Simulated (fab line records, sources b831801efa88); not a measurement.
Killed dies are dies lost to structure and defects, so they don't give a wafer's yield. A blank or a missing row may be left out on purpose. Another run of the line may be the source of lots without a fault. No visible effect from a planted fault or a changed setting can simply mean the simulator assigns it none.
What tool caused it? || flow sky130 || 11 lots, 33 wafers sampled, at 4 steps of a route of 708

WHAT THE GAUGES READ, wafer by wafer
SKY_SD_N_RS_MEAS_16: the measuring method here is four-point-probe.
{"lot": "L206", "measured": "day 28 05:46", "on": "filmMetro-04", "SD_N_RS (ohm/sq)": "68.51 68.53 68.35"}
{"lot": "L207", "measured": "day 28 18:29", "on": "filmMetro-03", "SD_N_RS (ohm/sq)": "68.56 68.59 68.52"}
{"lot": "L212", "measured": "day 30 23:07", "on": "filmMetro-02", "SD_N_RS (ohm/sq)": "68.63 68.57 68.54"}
{"lot": "L211", "measured": "day 30 23:44", "on": "filmMetro-03", "SD_N_RS (ohm/sq)": "68.40 68.54 68.58"}
{"lot": "L215", "measured": "day 31 20:33", "on": "filmMetro-03", "SD_N_RS (ohm/sq)": "68.54 68.60 68.50"}
{"lot": "L216", "measured": "day 32 03:14", "on": "filmMetro-02", "SD_N_RS (ohm/sq)": "68.30 68.49 68.52"}
{"lot": "L222", "measured": "day 33 20:11", "on": "filmMetro-04", "SD_N_RS (ohm/sq)": "65.42 65.36 65.33"}
{"lot": "L223", "measured": "day 33 23:27", "on": "filmMetro-02", "SD_N_RS (ohm/sq)": "65.33 65.34 65.47"}
{"lot": "L226", "measured": "day 35 08:29", "on": "filmMetro-02", "SD_N_RS (ohm/sq)": "68.60 68.58 68.54"}
{"lot": "L227", "measured": "day 35 08:47", "on": "filmMetro-03", "SD_N_RS (ohm/sq)": "68.52 68.49 68.43"}
{"lot": "L228", "measured": "day 35 09:12", "on": "filmMetro-02", "SD_N_RS (ohm/sq)": "68.58 68.50 68.31"}

SKY_CONTACT_CD_MEAS_14: the cd target is 170 nm.
{"lot": "L206", "measured": "day 31 21:15", "on": "cdSem-02", "cdNm (nm)": "171.1 171.3 171.6"}
{"lot": "L207", "measured": "day 32 10:17", "on": "cdSem-02", "cdNm (nm)": "167.2 168.8 168.2"}
{"lot": "L212", "measured": "day 34 12:35", "on": "cdSem-02", "cdNm (nm)": "171.9 171.4 171.6"}
{"lot": "L211", "measured": "day 34 13:37", "on": "cdSem-01", "cdNm (nm)": "170.5 170.3 171.3"}
{"lot": "L215", "measured": "day 35 08:02", "on": "cdSem-02", "cdNm (nm)": "171.1 170.0 169.6"}
{"lot": "L216", "measured": "day 35 15:07", "on": "cdSem-01", "cdNm (nm)": "171.0 170.3 170.4"}
{"lot": "L222", "measured": "day 37 06:01", "on": "cdSem-01", "cdNm (nm)": "170.7 171.1 172.5"}
{"lot": "L223", "measured": "day 37 09:59", "on": "cdSem-01", "cdNm (nm)": "167.9 167.7 170.1"}
{"lot": "L226", "measured": "day 38 18:29", "on": "cdSem-02", "cdNm (nm)": "169.9 168.8 169.3"}
{"lot": "L227", "measured": "day 38 18:43", "on": "cdSem-02", "cdNm (nm)": "169.8 170.5 170.6"}
{"lot": "L228", "measured": "day 38 20:46", "on": "cdSem-01", "cdNm (nm)": "169.4 168.4 170.4"}

WHICH TOOL RAN EACH LOT (tool, then ch and the chambers of the sampled wafers, then the start)
{"lot": "L206", "SKY_SD_N_IMPLANT_09": "implanter-01 ch 0, day 28 05:05", "SKY_SD_N_STRIP_11": "plasmaAsher-01 ch 0,1, day 28 05:22"}
{"lot": "L207", "SKY_SD_N_IMPLANT_09": "implanter-02 ch 0, day 28 17:47", "SKY_SD_N_STRIP_11": "plasmaAsher-02 ch 0,1, day 28 18:05"}
{"lot": "L212", "SKY_SD_N_IMPLANT_09": "implanter-04 ch 0, day 30 22:26", "SKY_SD_N_STRIP_11": "plasmaAsher-02 ch 0,1, day 30 22:42"}
{"lot": "L211", "SKY_SD_N_IMPLANT_09": "implanter-02 ch 0, day 30 23:04", "SKY_SD_N_STRIP_11": "plasmaAsher-04 ch 0,1, day 30 23:20"}
{"lot": "L215", "SKY_SD_N_IMPLANT_09": "implanter-02 ch 0, day 31 19:52", "SKY_SD_N_STRIP_11": "plasmaAsher-04 ch 0,1, day 31 20:10"}
{"lot": "L216", "SKY_SD_N_IMPLANT_09": "implanter-01 ch 0, day 32 02:31", "SKY_SD_N_STRIP_11": "plasmaAsher-02 ch 0,1, day 32 02:48"}
{"lot": "L222", "SKY_SD_N_IMPLANT_09": "implanter-01 ch 0, day 33 19:29", "SKY_SD_N_STRIP_11": "plasmaAsher-02 ch 0,1, day 33 19:47"}
{"lot": "L223", "SKY_SD_N_IMPLANT_09": "implanter-01 ch 0, day 33 22:46", "SKY_SD_N_STRIP_11": "plasmaAsher-01 ch 0,1, day 33 23:04"}
{"lot": "L226", "SKY_SD_N_IMPLANT_09": "implanter-02 ch 0, day 35 07:48", "SKY_SD_N_STRIP_11": "plasmaAsher-04 ch 0,1, day 35 08:06"}
{"lot": "L227", "SKY_SD_N_IMPLANT_09": "implanter-02 ch 0, day 35 08:06", "SKY_SD_N_STRIP_11": "plasmaAsher-04 ch 0,1, day 35 08:24"}
{"lot": "L228", "SKY_SD_N_IMPLANT_09": "implanter-02 ch 0, day 35 08:31", "SKY_SD_N_STRIP_11": "plasmaAsher-02 ch 0,1, day 35 08:47"}
- SKY_SD_N_IMPLANT_09
- SKY_SD_N_STRIP_11: strips in O2/N2.

AS READ BY THE TOOLS THEMSELVES (means over the sampled wafers that have a number; for cases with no such wafer, the mark the record gives instead)
SKY_SD_N_IMPLANT_09.
{"lot": "L206", "tool": "implanter-01", "beamOnS (s)": 20.0, "doseIonsCm2": 4e+15}
{"lot": "L207", "tool": "implanter-02", "beamOnS (s)": 19.1, "doseIonsCm2": 4e+15}
{"lot": "L212", "tool": "implanter-04", "beamOnS (s)": 18.5, "doseIonsCm2": 4e+15}
{"lot": "L211", "tool": "implanter-02", "beamOnS (s)": 19.3, "doseIonsCm2": 4e+15}
{"lot": "L215", "tool": "implanter-02", "beamOnS (s)": 19.0, "doseIonsCm2": 4e+15}
{"lot": "L216", "tool": "implanter-01", "beamOnS (s)": 19.3, "doseIonsCm2": 4e+15}
{"lot": "L222", "tool": "implanter-01", "beamOnS (s)": 29.9, "doseIonsCm2": 6e+15}
{"lot": "L223", "tool": "implanter-01", "beamOnS (s)": 29.7, "doseIonsCm2": 6e+15}
{"lot": "L226", "tool": "implanter-02", "beamOnS (s)": 18.7, "doseIonsCm2": 4e+15}
{"lot": "L227", "tool": "implanter-02", "beamOnS (s)": 18.8, "doseIonsCm2": 4e+15}
{"lot": "L228", "tool": "implanter-02", "beamOnS (s)": 19.1, "doseIonsCm2": 4e+15}

SKY_SD_N_STRIP_11.
{"lot": "L206", "tool": "plasmaAsher-01", "drypumpMotorCurrentA (A)": 5.80, "oesProductAu (a.u.)": 0.533, "stripTimeToEndpointS (s)": 22.55}
{"lot": "L207", "tool": "plasmaAsher-02", "drypumpMotorCurrentA (A)": 5.76, "oesProductAu (a.u.)": 0.525, "stripTimeToEndpointS (s)": 22.52}
{"lot": "L212", "tool": "plasmaAsher-02", "drypumpMotorCurrentA (A)": 5.67, "oesProductAu (a.u.)": 0.524, "stripTimeToEndpointS (s)": 22.57}
{"lot": "L211", "tool": "plasmaAsher-04", "drypumpMotorCurrentA (A)": 5.78, "oesProductAu (a.u.)": 0.528, "stripTimeToEndpointS (s)": 22.56}
{"lot": "L215", "tool": "plasmaAsher-04", "drypumpMotorCurrentA (A)": 5.76, "oesProductAu (a.u.)": 0.528, "stripTimeToEndpointS (s)": 22.58}
{"lot": "L216", "tool": "plasmaAsher-02", "drypumpMotorCurrentA (A)": 5.67, "oesProductAu (a.u.)": 0.527, "stripTimeToEndpointS (s)": 22.56}
{"lot": "L222", "tool": "plasmaAsher-02", "drypumpMotorCurrentA (A)": 5.64, "oesProductAu (a.u.)": 0.515, "stripTimeToEndpointS (s)": 23.49}
{"lot": "L223", "tool": "plasmaAsher-01", "drypumpMotorCurrentA (A)": 5.79, "oesProductAu (a.u.)": 0.511, "stripTimeToEndpointS (s)": 23.55}
{"lot": "L226", "tool": "plasmaAsher-04", "drypumpMotorCurrentA (A)": 5.75, "oesProductAu (a.u.)": 0.531, "stripTimeToEndpointS (s)": 22.48}
{"lot": "L227", "tool": "plasmaAsher-04", "drypumpMotorCurrentA (A)": 5.79, "oesProductAu (a.u.)": 0.524, "stripTimeToEndpointS (s)": 22.57}
{"lot": "L228", "tool": "plasmaAsher-02", "drypumpMotorCurrentA (A)": 5.68, "oesProductAu (a.u.)": 0.524, "stripTimeToEndpointS (s)": 22.65}

THE ANSWER, worked out from the rows above alone
Rule: what is usual is taken from the lots themselves. The widest of any qualifying gaps counts: lots, ordered by their means at a reading, are off when they make up no more than a third of the lots, leave a main group of 4 or more, and stand apart from it by 3 or more times the standard deviation of that group's means. The tables above print the reading to a certain number of digits; a main group whose means all agree to those digits is not used. A lot without any number at a reading at which 4 lots or more have one is off too. All remaining lots with rows at the step are treated as sound. The gauges are gone through in route order, then the tools' own readings, and for those a lot's mean is taken as printed above. The first step at which some lot is off is used, and at that step the reading that is off furthest; a lot without a number counts as furthest.
Off: L222, L223, seen at SKY_SD_N_RS_MEAS_16 (SD_N_RS). The main group has a mean of 68.51 ohm/sq with a standard deviation of 0.051.
If a tool, at a process step before that reading, ran all the lots that are off and no sound lot after the first of them, it fits. The gauges at SKY_SD_N_RS_MEAS_16 aren't tried: what is off there is off at SKY_SD_N_IMPLANT_09 too, on other tools, and a gauge's error can't cause that. One fits: SKY_SD_N_IMPLANT_09 on implanter-01. Its last sound lot is L216 (day 32 02:31), its first lot that is off L222 (day 33 19:29): a fault that began between those two fits.
The tool's own readings at SKY_SD_N_IMPLANT_09 bear it out: on the lots that are off they differ by more than 5 times the standard deviation of the sound lots' means. beamOnS reads 29.8 s there against 19.1 s on the sound lots; doseIonsCm2 reads 6e+15 there against 4e+15 on the sound lots.

WHAT THE SIMULATOR HAD PUT IN
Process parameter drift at SKY_SD_N_IMPLANT_09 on implanter-01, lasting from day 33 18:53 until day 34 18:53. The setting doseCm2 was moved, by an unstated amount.
Lots struck among those shown: L222, L223. The rule given above showed the same thing.
